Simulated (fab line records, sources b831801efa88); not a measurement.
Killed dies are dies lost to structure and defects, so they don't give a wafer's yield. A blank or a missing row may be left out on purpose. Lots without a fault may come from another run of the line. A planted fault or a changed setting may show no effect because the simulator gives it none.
Chamber matching | flow sky130 | SKY_VIA3_CMP_24 on cmp-02: 4 sister chambers
The step polishes, stops on SiO2, t overpolish 20 s, target thk 0 nm. 4 wafers are shown with their chamber, then 9 later ones without.

WAFERS WITH THEIR CHAMBER
wafer  | chamber | motor_current_A (A)
L361.5 | 0       | 11.3
L367.1 | 3       | 10.6
L367.4 | 2       | 10.5
L367.5 | 1       | 9.7

WAFERS WITHOUT THEIR CHAMBER
wafer  | motor_current_A (A)
L369.3 | 11.0
L369.4 | 11.9
L369.6 | 10.4
L375.1 | 11.5
L375.2 | 9.2
L375.4 | 10.1
L378.2 | 11.4
L378.4 | 10.2
L378.5 | 11.1

WHICH CHAMBER EACH WENT THROUGH
wafer  | from the rows above          | in truth
L369.3 | can't be placed: 0 or 3 or 2 | 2
L369.4 | 0                            | 0
L369.6 | can't be placed: 2 or 3 or 1 | 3
L375.1 | 0                            | 0
L375.2 | 1                            | 1
L375.4 | can't be placed: 1 or 2 or 3 | 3
L378.2 | 0                            | 0
L378.4 | can't be placed: 2 or 3 or 1 | 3
L378.5 | can't be placed: 0 or 3 or 2 | 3
Placed correctly: 4 of 9. Can't be placed from these rows: 5 (the true chamber is among the candidates in 5). Placed wrongly: 0.
How it was worked out, from the rows above alone: a wafer's distance from a chamber is the root of the sum, over the readings, of the square of ((its reading less the chamber's mean) divided by the reading's scatter). The wafer belongs to the nearest chamber; if the next one is less than 2 further off, it can't be placed. A chamber's mean is the mean of its shown wafers. The scatter: with one shown wafer a chamber, the root of the mean of the squares of how far each hidden wafer lies from its nearest shown one.
